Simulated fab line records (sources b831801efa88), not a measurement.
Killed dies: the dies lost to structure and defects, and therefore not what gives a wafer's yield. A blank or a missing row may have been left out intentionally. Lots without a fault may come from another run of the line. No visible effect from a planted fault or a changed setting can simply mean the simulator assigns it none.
Comparing a struck lot with a sound one | flow gf180mcu | 15 steps out of a route of 602
Sound: wafers L166.1, L166.2, L166.4. Struck: wafer L160.1. (L160.6 of the same lot was not struck and is left out.) The cause comes at the end.
For every step that has rows: the tool of each side, followed by ch and its chambers, followed by its first start. Under that, the readings that differ: sound wafers | struck wafers | difference of the means | sigmas: that difference in standard deviations of wafers without a fault.
alike: a reading whose means differ by less than 2 such deviations, as well as words and numbers matching on both sides. not compared: withheld readings; readings where some wafer has no value; bounds like >300 that might hide an equal value; numbers whose values overlap and for which the record gives no deviation.
Wherever a step has rows on one side only, a row that says differs or no value, or a row with sigmas, the two part there. Non-overlapping numbers with no deviation appear without sigmas and do not part them. A reading that every wafer of one side lacks parts them only if that side has two wafers or more.

first, 5 steps without rows for these wafers: GF_CONTACT_ETCH_17 (etches SiO2 in C4F8/O2/Ar, stops on CoSi2, target depth 860 nm); GF_CONTACT_STRIP_18 (strips in O2/N2); GF_CONTACT_CLEAN_19 (cleans in SPM); GF_CONTACT_CLEAN_20 (cleans in DIW); GF_CONTACT_CLEAN_21 (cleans in dHF, time 20 s).
GF_CONTACT_SPUTTER_22: material Ti, target thk 15 nm, time 80.02 s.
  sound on pvdSputter-02 at day 23 00:16; struck on pvdSputter-04 at day 20 00:26
  alike: throttleValvePct
GF_CONTACT_SPUTTER_23: material TiN, target thk 10 nm, time 40 s.
  sound on pvdSputter-02 at day 23 00:19; struck on pvdSputter-04 at day 20 00:29
  alike: throttleValvePct
GF_CONTACT_CVD_24: deposits W, target thk 300 nm, time 90.339 s.
  sound on cvdW-02 ch 0,1, day 23 00:22; struck on cvdW-01 ch 1, day 20 00:32
  alike: heaterPowerW
  not compared: sinceWetCleanH
GF_CONTACT_RS_MEAS_25: the measuring method here is four-point-probe.
  sound on filmMetro-01 at day 23 00:28; struck on filmMetro-01 at day 20 00:38
  alike: CONTACT_W_RS
GF_CONTACT_THK_MEAS_26: measures by xrf.
  sound on filmMetro-01 at day 23 00:35; struck on filmMetro-01 at day 20 00:45
reading            | sound       | struck | difference | sigmas
CONTACT_W_THK (nm) | 294 292 291 | 300    | +8         | +2
GF_CONTACT_CMP_27: polishes, stops on SiO2, t overpolish 15 s, target thk 0 nm.
  sound on cmp-02 ch 1,2,3, day 23 00:41; struck on cmp-02 ch 0, day 20 00:55
  alike: motorCurrentA, overpolishRunS, platenRpm, timeToEndpointS
GF_M1_SPUTTER_00: material Ti, target thk 37.5 nm, time 150 s.
  sound on pvdSputter-03 at day 23 00:56; struck on pvdSputter-01 at day 20 01:07
  alike: throttleValvePct
GF_M1_SPUTTER_01: material TiN, target thk 30 nm, time 25 s.
  sound on pvdSputter-03 at day 23 01:02; struck on pvdSputter-01 at day 20 01:13
reading                               | sound             | struck | difference | sigmas
model.TiN_of_M1_SPUTTER_01.thkNm (nm) | 29.76 29.76 29.55 | 30.83  | +1.14      | 
  alike: throttleValvePct
then, 1 step without rows for these wafers: GF_M1_SPUTTER_02 (material AlCu, target thk 450 nm, time 23.9 s).
-- the record jumps here: 12 days lie between the struck wafers' starts before and after (it left off in module M1 and takes up again in module PASSIVATION, whose first step shown is number 602 of the route) --
GF_PASSIVATION_PROBE_99:
  only the struck wafers here have rows in the record (prober-02, day 32 01:21); the sound ones have none

## WHERE THEY PART
First at GF_CONTACT_THK_MEAS_26; last, within this record, at GF_PASSIVATION_PROBE_99.

WHY: what the simulator had put in
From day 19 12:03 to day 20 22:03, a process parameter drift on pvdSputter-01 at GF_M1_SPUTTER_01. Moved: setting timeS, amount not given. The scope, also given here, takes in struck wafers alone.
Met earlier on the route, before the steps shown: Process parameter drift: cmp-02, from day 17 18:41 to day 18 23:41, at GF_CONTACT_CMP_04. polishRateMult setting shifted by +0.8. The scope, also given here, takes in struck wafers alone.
